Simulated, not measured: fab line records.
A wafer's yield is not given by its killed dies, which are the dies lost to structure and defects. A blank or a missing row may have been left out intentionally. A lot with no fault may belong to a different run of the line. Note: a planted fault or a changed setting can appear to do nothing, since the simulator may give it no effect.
fab line records	flow sky130
[record] lots = 6	wafers = 18	last_day = 50
route steps=708 shown CONTACT@418 METAL1@434 VIA1@458 PAD_OPEN@708
lots with no fault: from the same line, run without faults
start_h: start of the lot's first displayed wafer, in hours after the record's first day	wait_h: hours from the lot's prior step to this one	" the same as in the row above	L1.1+2: a row that stands for several wafers	- no value, or no start given	* or withheld: withheld	< > ~ a bound
route shown NAME@n: names a module that has steps shown in the file, with the first one's number in the route	usual: mean/standard deviation of fault-free wafers	same: alike in all rows	chamber/n: place in a boat	sites: per-site readings	_std_site: how widely they spread, as a standard deviation	_edge_site: outer sites' mean less inner sites'	radius_mm: how far each site lies from the wafer's centre	mask NAME#n: copy n	behind: the most recent tool/chamber to have shaped the wafer	hold: why the lot went on hold/how many hours it stayed there/how the hold came to an end	device: names the non-switching transistor (n, p or np)	end of line: at the end of the route, the tests of the same wafers	a step with no rows: only its recipe	killed: not the wafer's yield, but the dies lost to structure and defects at the first sort	map: per-die view of a wafer (x killed, . not killed, _ where there is no die)
set.NAME: the setting as run; set.NAME@STEP: as run at that earlier step	model.NAME: the simulator's own value behind a step, which no gauge read
a table for each step, a row for each wafer; lots at some steps of the route
services: from which hour (start_h, from the record's first day; less than 0 if before it) a tool's chamber was out of use, for how many hours, and why
[[steps]]
[step SKY_CONTACT_PEB_12]
[recipe] peb_temp_c = withheld	peb_time_s = withheld	resist = KrF-thick
[step SKY_CONTACT_DEVELOP_13]
[recipe] develop_time_s = 60	resist = KrF-thick	dev_temp_c = 21
[step SKY_CONTACT_CD_MEAS_14]
[recipe] target_cd_nm = 170
[usual] cd_nm = 169.3/1.6
lot.wafer	tool	chamber	start_h	wait_h	cd_nm
L706.1	cd_sem-02	-	772.59	-	171.6
L706.4	"	-	"	"	169.7
L706.6	"	-	"	"	170.5
L709.1	cd_sem-02	-	803.93	-	168.5
L709.4	"	-	"	"	168.3
L709.6	"	-	"	"	168.6
L712.2	cd_sem-02	-	819.40	-	170.1
L712.3	"	-	"	"	168.4
L712.6	"	-	"	"	168.2
L716.3	cd_sem-02	-	849.04	-	166.9
L716.5	"	-	"	"	168.8
L716.6	"	-	"	"	168.1
L717.3	cd_sem-01	-	856.39	-	169.7
L717.4	"	-	"	"	170.9
L717.6	"	-	"	"	169.9
L723.1	cd_sem-02	-	898.93	-	168.3
L723.4	"	-	"	"	169.7
L723.6	"	-	"	"	169.8
[step SKY_CONTACT_OVL_MEAS_15]
[usual] CONTACT_OVL = 0/4.4
lot.wafer	tool	chamber	start_h	wait_h	CONTACT_OVL[nm]
L706.1	overlay-02	-	772.71	0.1	-4
L706.4	"	-	"	"	-6
L706.6	"	-	"	"	-5
L709.1	overlay-01	-	804.05	0.1	-1
L709.4	"	-	"	"	-3
L709.6	"	-	"	"	-1
L712.2	overlay-01	-	819.51	0.1	2
L712.3	"	-	"	"	-7
L712.6	"	-	"	"	-3
L716.3	overlay-01	-	849.13	0.1	-6
L716.5	"	-	"	"	-7
L716.6	"	-	"	"	-2
L717.3	overlay-02	-	856.48	0.1	6
L717.4	"	-	"	"	-3
L717.6	"	-	"	"	-5
L723.1	overlay-02	-	899.05	0.1	5
L723.4	"	-	"	"	4
L723.6	"	-	"	"	0
[step SKY_CONTACT_ETCH_16]
[recipe] chemistry = N2/H2	target = BARC	ion_energy_ev = 200	source_w = 500	bias_w = 100	pressure_mtorr = 30	n2_flow_sccm = 100	h2_flow_sccm = 200	stop_on = SiO2	time_s = 45.9	target_depth_a = 600
[step SKY_CONTACT_ETCH_17]
[recipe] target = SiO2	chemistry = C4F8/O2/Ar	stop_on = Si3N4	mask_material = KrF-thick	source_w = 1500	bias_w = 1200	pressure_mtorr = 40	c4f8_flow_sccm = withheld	O2_flow_sccm = 6	Ar_flow_sccm = 300	time_s = withheld	target_depth_a = 3400
[step SKY_CONTACT_ETCH_18]
[recipe] target = Si3N4	chemistry = CHF3/O2	stop_on = TiN	source_w = 600	bias_w = 200	pressure_mtorr = 40	chf3_flow_sccm = 50	O2_flow_sccm = 5	time_s = 39	target_depth_a = 750
[usual] drypump_motor_current_A = 5.7/0.51	oes_product_au = 0.855/0.0074	throttle_valve_pct = 8.793/0.0095
lot.wafer	tool	chamber	start_h	wait_h	drypump_motor_current_A	oes_product_au	rf_hours_counter_h	throttle_valve_pct
L706.1	rie_diel-04	2	-	-	5.6	0.847	16	8.793
L706.4	"	0	"	"	4.8	0.856	16	8.798
L706.6	"	1	"	"	5.1	0.873	-	8.791
L709.1	rie_diel-04	1	-	-	5.1	0.856	4	8.791
L709.4	"	0	"	"	4.8	0.862	-	8.820
L709.6	"	2	"	"	5.6	0.871	-	8.791
L712.2	rie_diel-02	3	-	-	5.7	0.845	8	8.796
L712.3	"	1	"	"	5.6	0.854	34	8.791
L712.6	"	1	"	"	5.6	0.870	-	8.806
L716.3	rie_diel-02	3	-	-	5.7	0.857	9	8.798
L716.5	"	2	"	"	6.5	0.870	-	8.778
L716.6	"	3	"	"	5.6	0.865	-	8.794
L717.3	rie_diel-03	0	-	-	6.6	0.849	12	8.789
L717.4	"	2	"	"	6.0	0.855	24	8.801
L717.6	"	2	"	"	6.0	0.861	-	8.781
L723.1	rie_diel-02	0	-	-	5.5	0.841	3	8.811
L723.4	"	3	"	"	5.7	0.867	10	8.792
L723.6	"	0	"	"	5.5	0.849	-	8.788
[step SKY_CONTACT_STRIP_19]
[recipe] chemistry = O2/N2	power_w = 1400	pressure_mtorr = 1500	platen_temp_c = withheld	o2_flow_sccm = 3000	n2_flow_sccm = 300	overash_fraction = 0.5
[step SKY_CONTACT_STRIP_20]
[recipe] chemistry = post_etch_residue_remover	time_s = 1200	temp_c = 72.5
[step SKY_CONTACT_CLEAN_21]
[recipe] chemistry = IPA	time_s = 180	temp_c = 25
[step SKY_CONTACT_CLEAN_22]
[recipe] chemistry = O3/DIW	dry = n2_spin
[step SKY_CONTACT_SPUTTER_23]
[recipe] material = TiN	target_thk_nm = 20	chamber_pressure_pa = 5	power_w = 4000	time_s = 80
[step SKY_CONTACT_CVD_24]
[recipe] material = W	target_thk_nm = 340	time_s = 102.12	temp_c = 400	pressure_torr = 40
[usual] heater_power_w = 806/110
lot.wafer	tool	chamber	start_h	wait_h	heater_power_w
L706.1	cvd_w-01	1	773.55	0.0	947
L706.4	"	0	"	"	811
L706.6	"	0	"	"	820
L709.1	cvd_w-01	0	804.87	0.0	814
L709.4	"	1	"	"	950
L709.6	"	0	"	"	844
L712.2	cvd_w-02	0	820.32	0.0	637
L712.3	"	1	"	"	844
L712.6	"	0	"	"	643
L716.3	cvd_w-01	1	849.98	0.1	944
L716.5	"	0	"	"	832
L716.6	"	1	"	"	958
L717.3	cvd_w-01	0	857.36	0.1	797
L717.4	"	1	"	"	931
L717.6	"	0	"	"	832
L723.1	cvd_w-02	0	899.88	0.0	642
L723.4	"	0	"	"	649
L723.6	"	0	"	"	632
[step SKY_CONTACT_RS_MEAS_25]
[recipe] thk_meas_gauge = four-point-probe	reads = W_of_CONTACT_CVD_24+TiN_of_CONTACT_SPUTTER_23
[usual] CONTACT_W_RS = 0.337/0.0038
lot.wafer	tool	chamber	start_h	wait_h	CONTACT_W_RS[ohm/sq]
L706.1	film_metro-03	-	773.66	0.1	0.334
L706.4	"	-	"	"	0.340
L706.6	"	-	"	"	0.342
L709.1	film_metro-04	-	804.98	0.1	0.341
L709.4	"	-	"	"	0.342
L709.6	"	-	"	"	0.342
L712.2	film_metro-04	-	820.45	0.1	0.333
L712.3	"	-	"	"	0.334
L712.6	"	-	"	"	0.330
L716.3	film_metro-01	-	850.09	0.1	0.338
L716.5	"	-	"	"	0.339
L716.6	"	-	"	"	0.334
L717.3	film_metro-03	-	857.48	0.1	0.340
L717.4	"	-	"	"	0.341
L717.6	"	-	"	"	0.343
L723.1	film_metro-03	-	899.99	0.1	0.331
L723.4	"	-	"	"	0.328
L723.6	"	-	"	"	0.332
[step SKY_CONTACT_THK_MEAS_26]
[recipe] thk_meas_gauge = xrf	reads = W_of_CONTACT_CVD_24
[usual] CONTACT_W_THK = 340/4.1
lot.wafer	tool	chamber	start_h	wait_h	CONTACT_W_THK[nm]
L706.1	film_metro-03	-	773.78	0.1	341
L706.4	"	-	"	"	337
L706.6	"	-	"	"	335
L709.1	film_metro-04	-	805.10	0.1	340
L709.4	"	-	"	"	338
L709.6	"	-	"	"	339
L712.2	film_metro-04	-	820.56	0.1	344
L712.3	"	-	"	"	344
L712.6	"	-	"	"	345
L716.3	film_metro-01	-	850.19	0.1	341
L716.5	"	-	"	"	338
L716.6	"	-	"	"	345
L717.3	film_metro-03	-	857.58	0.1	338
L717.4	"	-	"	"	336
L717.6	"	-	"	"	333
L723.1	film_metro-03	-	900.11	0.1	343
L723.4	"	-	"	"	350
L723.6	"	-	"	"	345
[step SKY_CONTACT_CMP_27]
[recipe] stop_on = SiO2	t_overpolish_s = 15	down_force_psi = 3.5	platen_rpm = 60	target_thk_nm = 0	pad_velocity_m_s = 0.94248
[step SKY_METAL1_SPUTTER_00]
[recipe] material = Ti	target_thk_nm = 15	power_w = 3000	time_s = 10	chamber_pressure_pa = 0.4
[usual] throttle_valve_pct = 29.6/0.71
lot.wafer	tool	chamber	start_h	wait_h	throttle_valve_pct
L706.1	pvd_sputter-03	-	774.14	0.1	30.2
L706.4	"	-	"	"	28.6
L706.6	"	-	"	"	29.2
L709.1	pvd_sputter-01	-	805.46	0.2	28.4
L709.4	"	-	"	"	30.2
L709.6	"	-	"	"	30.4
L712.2	pvd_sputter-04	-	820.91	0.1	30.3
L712.3	"	-	"	"	29.2
L712.6	"	-	"	"	30.3
L716.3	pvd_sputter-01	-	850.63	0.1	29.9
L716.5	"	-	"	"	30.4
L716.6	"	-	"	"	29.9
L717.3	pvd_sputter-01	-	857.92	0.2	29.7
L717.4	"	-	"	"	29.3
L717.6	"	-	"	"	30.4
L723.1	pvd_sputter-04	-	900.47	0.2	28.9
L723.4	"	-	"	"	30.5
L723.6	"	-	"	"	30.6
[step SKY_METAL1_SPUTTER_01]
[recipe] material = TiN	target_thk_nm = 20	power_w = 6500	time_s = 16.7	chamber_pressure_pa = 0.4
[usual] throttle_valve_pct = 29.6/0.71
lot.wafer	tool	chamber	start_h	wait_h	throttle_valve_pct
L706.1	pvd_sputter-03	-	774.17	0.0	30.2
L706.4	"	-	"	"	28.5
L706.6	"	-	"	"	29.3
L709.1	pvd_sputter-01	-	805.48	0.0	28.5
L709.4	"	-	"	"	30.0
L709.6	"	-	"	"	30.3
L712.2	pvd_sputter-04	-	820.93	0.0	30.2
L712.3	"	-	"	"	28.8
L712.6	"	-	"	"	30.6
L716.3	pvd_sputter-01	-	850.65	0.0	30.1
L716.5	"	-	"	"	30.4
L716.6	"	-	"	"	30.0
L717.3	pvd_sputter-01	-	857.94	0.0	29.8
L717.4	"	-	"	"	28.8
L717.6	"	-	"	"	30.3
L723.1	pvd_sputter-04	-	900.49	0.0	29.2
L723.4	"	-	"	"	30.6
L723.6	"	-	"	"	30.7
[step SKY_METAL1_SPUTTER_02]
[recipe] material = AlCu	target_thk_nm = 250	power_w = 10600	time_s = 13.3	chamber_pressure_pa = 0.4
[step SKY_METAL1_SPUTTER_03]
[recipe] material = Ti	target_thk_nm = 5	power_w = 3000	time_s = 3.3	chamber_pressure_pa = 0.4
[step SKY_METAL1_SPUTTER_04]
[recipe] material = TiN	target_thk_nm = 70	power_w = 6500	time_s = 58.3	chamber_pressure_pa = 0.4
[usual] throttle_valve_pct = 29.6/0.72
lot.wafer	tool	chamber	start_h	wait_h	throttle_valve_pct
L706.1	pvd_sputter-03	-	774.24	0.0	30.2
L706.4	"	-	"	"	28.5
L706.6	"	-	"	"	29.0
L709.1	pvd_sputter-01	-	805.55	0.0	28.5
L709.4	"	-	"	"	30.3
L709.6	"	-	"	"	30.2
L712.2	pvd_sputter-04	-	821.00	0.0	30.3
L712.3	"	-	"	"	29.1
L712.6	"	-	"	"	30.4
L716.3	pvd_sputter-01	-	850.72	0.0	30.1
L716.5	"	-	"	"	30.2
L716.6	"	-	"	"	30.1
L717.3	pvd_sputter-01	-	858.01	0.0	29.9
L717.4	"	-	"	"	29.1
L717.6	"	-	"	"	30.5
L723.1	pvd_sputter-04	-	900.56	0.0	29.1
L723.4	"	-	"	"	30.5
L723.6	"	-	"	"	30.4
[step SKY_METAL1_RS_MEAS_05]
[recipe] thk_meas_gauge = four-point-probe	reads = TiN_of_METAL1_SPUTTER_04+Ti_of_METAL1_SPUTTER_03+AlCu_of_METAL1_SPUTTER_02+TiN_of_METAL1_SPUTTER_01+Ti_of_METAL1_SPUTTER_00
[usual] METAL1_ALCU_RS = 0.1265/0.0012
lot.wafer	tool	chamber	start_h	wait_h	METAL1_ALCU_RS[ohm/sq]
L706.1	film_metro-01	-	774.30	0.0	0.1271
L706.4	"	-	"	"	0.1277
L706.6	"	-	"	"	0.1282
L709.1	film_metro-02	-	805.60	0.0	0.1294
L709.4	"	-	"	"	0.1289
L709.6	"	-	"	"	0.1277
L712.2	film_metro-01	-	821.07	0.0	0.1262
L712.3	"	-	"	"	0.1269
L712.6	"	-	"	"	0.1253
L716.3	film_metro-03	-	850.81	0.1	0.1253
L716.5	"	-	"	"	0.1252
L716.6	"	-	"	"	0.1252
L717.3	film_metro-02	-	858.10	0.1	0.1267
L717.4	"	-	"	"	0.1256
L717.6	"	-	"	"	0.1262
L723.1	film_metro-02	-	900.61	0.0	0.1259
L723.4	"	-	"	"	0.1261
L723.6	"	-	"	"	0.1261
[step SKY_METAL1_THK_MEAS_06]
[recipe] thk_meas_gauge = xrf	reads = AlCu_of_METAL1_SPUTTER_02
[usual] METAL1_ALCU_THK = 250/3.3
lot.wafer	tool	chamber	start_h	wait_h	METAL1_ALCU_THK[nm]
L706.1	film_metro-01	-	774.42	0.1	247
L706.4	"	-	"	"	247
L706.6	"	-	"	"	245
L709.1	film_metro-02	-	805.72	0.1	243
L709.4	"	-	"	"	244
L709.6	"	-	"	"	245
L712.2	film_metro-01	-	821.18	0.1	248
L712.3	"	-	"	"	248
L712.6	"	-	"	"	251
L716.3	film_metro-03	-	850.91	0.1	254
L716.5	"	-	"	"	254
L716.6	"	-	"	"	254
L717.3	film_metro-02	-	858.20	0.1	248
L717.4	"	-	"	"	252
L717.6	"	-	"	"	248
L723.1	film_metro-02	-	900.73	0.1	250
L723.4	"	-	"	"	250
L723.6	"	-	"	"	249
[step SKY_METAL1_DEHYDRATE_07]
[recipe] temp_c = 200	time_s = 60
[step SKY_METAL1_HMDS_08]
[recipe] prime_time_s = 60	prime_temp_c = 120
[step SKY_METAL1_COAT_09]
[recipe] resist = BARC	temp_c = withheld	time_s = withheld	spin_rpm = 3000	resist_thk_nm = 60
[step SKY_METAL1_COAT_10]
[recipe] resist = KrF-thick	spin_rpm = 3000	resist_thk_nm = 450
[step SKY_METAL1_SOFTBAKE_11]
[recipe] temp_c = 100	time_s = 90	resist = KrF-thick
[step SKY_METAL1_EXPOSE_12]
[recipe] mask_id = MM1	na = 0.8	source_shape = annular	sigma_inner = 0.55	sigma_outer = 0.85	target_cd_nm = 140	dose_mj = 28
[step SKY_METAL1_PEB_13]
[recipe] peb_temp_c = withheld	peb_time_s = withheld	resist = KrF-thick
[step SKY_METAL1_DEVELOP_14]
[recipe] develop_time_s = 60	resist = KrF-thick	dev_temp_c = 21
[step SKY_METAL1_CD_MEAS_15]
[recipe] target_cd_nm = 140
[usual] cd_nm = 140.0/1.6
lot.wafer	tool	chamber	start_h	wait_h	cd_nm
L706.1	cd_sem-01	-	801.14	-	138.6
L706.4	"	-	"	"	138.4
L706.6	"	-	"	"	137.6
L709.1	cd_sem-02	-	831.99	-	141.7
L709.4	"	-	"	"	143.7
L709.6	"	-	"	"	143.4
L712.2	cd_sem-01	-	847.77	-	140.4
L712.3	"	-	"	"	143.0
L712.6	"	-	"	"	141.7
L716.3	cd_sem-02	-	876.93	-	139.1
L716.5	"	-	"	"	140.5
L716.6	"	-	"	"	140.6
L717.3	cd_sem-01	-	883.84	-	138.5
L717.4	"	-	"	"	138.8
L717.6	"	-	"	"	139.1
L723.1	cd_sem-01	-	926.39	-	137.1
L723.4	"	-	"	"	136.7
L723.6	"	-	"	"	138.6
[step SKY_METAL1_OVL_MEAS_16]
[usual] METAL1_OVL = 1/6.7
lot.wafer	tool	chamber	start_h	wait_h	METAL1_OVL[nm]
L706.1	overlay-02	-	801.26	0.1	0
L706.4	"	-	"	"	5
L706.6	"	-	"	"	4
L709.1	overlay-01	-	832.11	0.1	-1
L709.4	"	-	"	"	7
L709.6	"	-	"	"	3
L712.2	overlay-01	-	847.87	0.1	2
L712.3	"	-	"	"	-2
L712.6	"	-	"	"	-1
L716.3	overlay-02	-	877.02	0.1	12
L716.5	"	-	"	"	10
L716.6	"	-	"	"	6
L717.3	overlay-01	-	883.93	0.1	-11
L717.4	"	-	"	"	-1
L717.6	"	-	"	"	0
L723.1	overlay-01	-	926.51	0.1	2
L723.4	"	-	"	"	4
L723.6	"	-	"	"	0
[step SKY_METAL1_DESCUM_17]
[recipe] chemistry = O2	source_power_w = 150	bias_power_w = 0	pressure_mtorr = 10	temp_c = 40	time_s = 8
[step SKY_METAL1_ETCH_18]
[recipe] chemistry = N2/H2	target = BARC	ion_energy_ev = 200	bias_w = 100	pressure_mtorr = 30	n2_flow_sccm = 100	h2_flow_sccm = 200	icp_w = 500	stop_on = SiO2	time_s = 45.9	target_depth_a = 600
[step SKY_METAL1_METAL_ETCH_19]
[recipe] target_depth_a = 3600	stop_on = SiO2	over_etch_frac = 0.3	time_s = 78	chemistry = Cl2/BCl3	resist_sidewall_deg = 88	pressure_mtorr = 10	icp_w = 900	bias_w = 48.5	Cl2_flow_sccm = 60	bcl3_flow_sccm = 30
[step SKY_METAL1_STRIP_20]
[recipe] chemistry = O2/N2	power_w = 1400	pressure_mtorr = 1500	platen_temp_c = withheld	o2_flow_sccm = 3000	n2_flow_sccm = 300	overash_fraction = 0.5
[usual] drypump_motor_current_A = 5.8/0.45	n2_flow_sccm = 299.9/0.83	oes_product_au = 0.343/0.0046	strip_time_to_endpoint_s = 2.69/0.034
lot.wafer	tool	chamber	start_h	wait_h	drypump_motor_current_A	n2_flow_sccm	oes_product_au	rf_hours_counter_h	strip_time_to_endpoint_s
L706.1	plasma_asher-03	1	801.48	0.1	5.2	300.0	0.337	94	2.73
L706.4	"	0	"	"	5.3	300.8	0.342	-	2.67
L706.6	"	0	"	"	5.3	299.6	0.343	-	2.70
L709.1	plasma_asher-03	0	832.33	0.1	5.3	300.1	0.337	97	2.66
L709.4	"	1	"	"	5.2	300.5	0.338	-	2.67
L709.6	"	1	"	"	5.2	300.1	0.339	-	2.71
L712.2	plasma_asher-02	0	848.09	0.1	5.6	299.2	0.345	11	2.71
L712.3	"	1	"	"	6.4	299.4	0.345	-	2.74
L712.6	"	1	"	"	6.4	299.6	0.349	-	2.76
L716.3	plasma_asher-02	1	877.45	0.1	6.4	300.2	0.336	-	2.63
L716.5	"	1	"	"	6.4	300.2	0.343	-	2.61
L716.6	"	0	"	"	5.6	300.0	0.345	-	2.63
L717.3	plasma_asher-02	0	884.36	0.1	5.6	300.1	0.348	-	2.67
L717.4	"	1	"	"	6.4	300.3	0.343	-	2.68
L717.6	"	1	"	"	6.4	300.3	0.328	-	2.67
L723.1	plasma_asher-02	0	926.92	0.1	5.6	299.9	0.345	19	2.69
L723.4	"	0	"	"	5.6	300.6	0.343	-	2.69
L723.6	"	0	"	"	5.6	299.8	0.347	-	2.71
[step SKY_METAL1_STRIP_21]
[recipe] chemistry = post_etch_residue_remover	time_s = 1200	temp_c = 72.5
[step SKY_METAL1_CLEAN_22]
[recipe] chemistry = IPA	time_s = 180	temp_c = 25
[step SKY_METAL1_CLEAN_23]
[recipe] chemistry = O3/DIW	dry = n2_spin
[step SKY_VIA1_HDPCVD_00]
[recipe] material = SiO2	target_thk_nm = 1030	sigma_open_frac = 0.3	time_s = 171.7	temp_c = 400	sih4_flow_sccm = 60	pressure_mtorr = 6
[step SKY_VIA1_THK_MEAS_01]
[recipe] reads = SiO2_of_VIA1_HDPCVD_00
[usual] VIA1_HDPCVD_THK = 1031/9.7
lot.wafer	tool	chamber	start_h	wait_h	VIA1_HDPCVD_THK[nm]
L706.1	film_metro-01	-	802.19	0.1	1024
L706.4	"	-	"	"	1035
L706.6	"	-	"	"	1028
L709.1	film_metro-04	-	833.04	0.1	1032
L709.4	"	-	"	"	1037
L709.6	"	-	"	"	1044
L712.2	film_metro-04	-	848.80	0.1	1028
L712.3	"	-	"	"	1033
L712.6	"	-	"	"	1033
L716.3	film_metro-04	-	878.14	0.1	1044
L716.5	"	-	"	"	1030
L716.6	"	-	"	"	1044
L717.3	film_metro-02	-	885.05	0.1	1026
L717.4	"	-	"	"	1030
L717.6	"	-	"	"	1023
L723.1	film_metro-01	-	927.62	0.1	1030
L723.4	"	-	"	"	1030
L723.6	"	-	"	"	1017
[step SKY_PAD_OPEN_PROBE_99]
[usual] killed_at_M0_to_M3 = 43/8	killed_at_M4_up = 2.9/1.6	killed_at_contacts = 26/5.2	killed_at_front_end = 15/4.3	killed_at_other = 0.3/0.56	killed_dies = 87/10	killed_open = 48/6.9	killed_short = 40/6.5
[same] gross_dies = 492	killed_at_back_side = 0
lot.wafer	tool	chamber	start_h	wait_h	killed_at_M0_to_M3	killed_at_M4_up	killed_at_contacts	killed_at_front_end	killed_at_other	killed_dies	killed_open	killed_short
L716.3	prober-02	-	1161.66	0.2	39	4	60	12	0	115	40	36
L716.5	prober-02	-	1161.76	0.2	42	4	73	12	0	131	45	36
L716.6	prober-02	-	1161.81	0.2	37	3	66	10	0	116	41	42
L717.3	prober-01	-	1164.85	0.2	42	2	74	19	0	137	41	44
L717.4	prober-01	-	1164.90	0.2	42	2	58	13	0	115	47	31
L717.6	prober-01	-	1165.00	0.2	37	4	76	8	0	125	41	35
// killed by level:class
L716.3 CONTACT:unspecified=39 POLY_GATE:geometric_particle:open=7 CONTACT:geometric_particle:open=7 VIA1:geometric_particle:short=7 METAL2:geometric_particle:short=6 VIA3:geometric_particle:open=6 LI_CONTACT:geometric_particle:open=5 CONTACT:geometric_particle:short=5
L716.5 CONTACT:unspecified=50 CONTACT:geometric_particle:open=10 METAL1:geometric_particle:short=10 LI_CONTACT:geometric_particle:open=7 VIA1:geometric_particle:open=7 VIA3:geometric_particle:open=6 POLY_GATE:geometric_particle:open=5 VIA2:geometric_particle:open=5
L716.6 CONTACT:unspecified=33 LI_CONTACT:geometric_particle:open=15 METAL2:geometric_particle:short=10 CONTACT:geometric_particle:open=5 VIA1:geometric_particle:short=5 LI_CONTACT:geometric_particle:short=4 CONTACT:geometric_particle:short=4 VIA3:geometric_particle:open=4
L717.3 CONTACT:unspecified=52 METAL1:geometric_particle:short=9 CONTACT:geometric_particle:open=8 VIA1:geometric_particle:open=8 VIA1:geometric_particle:short=7 LI_CONTACT:geometric_particle:open=6 VIA2:geometric_particle:open=6 POLY_GATE:geometric_particle:short=5
L717.4 CONTACT:unspecified=37 VIA1:geometric_particle:open=11 CONTACT:geometric_particle:open=11 VIA2:geometric_particle:open=7 VIA1:geometric_particle:short=6 FIELD_ISO:geometric_particle:open=5 LI_CONTACT:geometric_particle:open=5 METAL2:geometric_particle:short=5
L717.6 CONTACT:unspecified=49 CONTACT:geometric_particle:open=14 VIA1:geometric_particle:open=8 LI_CONTACT:geometric_particle:open=6 VIA1:geometric_particle:short=5 METAL2:geometric_particle:short=5 VIA2:geometric_particle:open=5 METAL1:geometric_particle:short=4
// map L716.5 (x killed, . not)
__________...xxx...._________
________...x.xx..x...x_______
______..x..xxxxxxx...x.._____
_____.x...xxxxxxxx.xx....____
____......xxxxxxxxxx....x.___
___......xxxxxxxxxx......x.__
__......x..xxxxxxxx.....x.x._
_.....x....xxxxxx.......x....
_...........xxx.x.x......x..x
_................x...........
_......x.....x.......xx.....x
_.......x....x........x..x...
_.x..............xx.......x..
_...x....x.xx...x..x.x....x.x
_...x....x.x.................
__.x..xx...................._
___.x.....x.x....x.x.....x.__
____..x........x..x.x.....___
_____....x...x......x.xx.____
______.........xx.x....._____
________.....x.x..xx.._______
__________..x.xx..x._________
// map L717.3 (x killed, . not)
__________....xxx..x_________
________.......xx....._______
______xx....xxxxx.x....._____
_____..x...xxxxxxx..x....____
____.x...xxxxxxxxxxxx..x..___
___.....xxxxxxxxxxxx.x.....__
__......x.xxxxxxxx..x...x..x_
_.....x....xxxxxxxx...x......
_.x.x..x..xxxxxxxx....x......
_.x...x...x.....x.....x......
_..........x................x
_.x.x...x.........x.x......x.
_.x.x.x...................x..
_.x.x......xx.............xx.
_.....xx..x.......x.......x..
__.xx.......x......x.......x_
___.....x.............x..x.__
____....x....x........x...___
_____...xx..........xx..x____
______x............xxx.._____
________x...x.......x._______
__________....x..x.._________
[[services]]
tool	chamber	start_h	hours	kind
rie_diel-03	0	770.53	9.1	repair
rie_diel-02	-	784.64	0.4	repair
rie_diel-04	3	793.42	18.2	repair
pvd_sputter-01	1	807.19	-	consumable_replace:kit
pvd_sputter-01	1	807.19	18.0	scheduled_down
pvd_sputter-01	1	807.19	18.0	vent_cycle
rie_diel-03	-	808.33	2.8	pm
rie_diel-02	1	812.27	1.3	repair
rie_diel-03	0	822.59	6.3	repair
rie_diel-03	-	822.63	0.2	repair
rie_diel-03	2	826.06	30.4	repair
cvd_w-01	0	834.06	8.0	repair
rie_diel-03	0	838.08	2.6	repair
pvd_sputter-04	-	849.85	2.1	repair
cvd_w-02	1	856.37	4.1	repair
rie_diel-03	1	865.74	8.0	repair
rie_diel-04	3	870.59	6.4	repair
pvd_sputter-03	-	870.84	1.2	repair
cvd_w-02	0	872.98	7.2	repair
rie_diel-03	0	883.08	4.6	repair
cvd_w-01	1	901.89	25.6	repair
cvd_w-02	-	904.00	14.0	pm
rie_diel-03	1	913.54	3.3	repair
rie_diel-04	2	914.48	2.0	repair
[[key]]
[first_sign] step = SKY_PAD_OPEN_PROBE_99	reading = killed_at_contacts	direction = up	sigmas = 8.1	usual = 26	struck = 68
[effect] step = SKY_PAD_OPEN_PROBE_99	reading = killed_dies	direction = up	sigmas = 3.4	usual = 87	struck = 123
met_at SKY_CONTACT_CVD_24
struck_wafers L716.3,L716.5,L716.6,L717.3,L717.4,L717.6
tester_left_out L716,L717
onset_between 804.87 849.98
also_fits SKY_METAL1_SPUTTER_00:pvd_sputter-01,SKY_METAL1_SPUTTER_01:pvd_sputter-01,SKY_METAL1_SPUTTER_04:pvd_sputter-01
[fault] kind = chamber_particle_source	tool = cvd_w-01	chamber = -	onset_h = 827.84	steps = SKY_CONTACT_CVD_24	rate_per_visit_cm2 = 0.82099	end_h = 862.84
// tester_left_out: of these lots the tester's yield and bins aren't shown, on N5 and GAA mostly nor the transistor test; their killed dies are dies lost to structure and defects alone, not to doping, threshold or leakage, so they don't give the yield
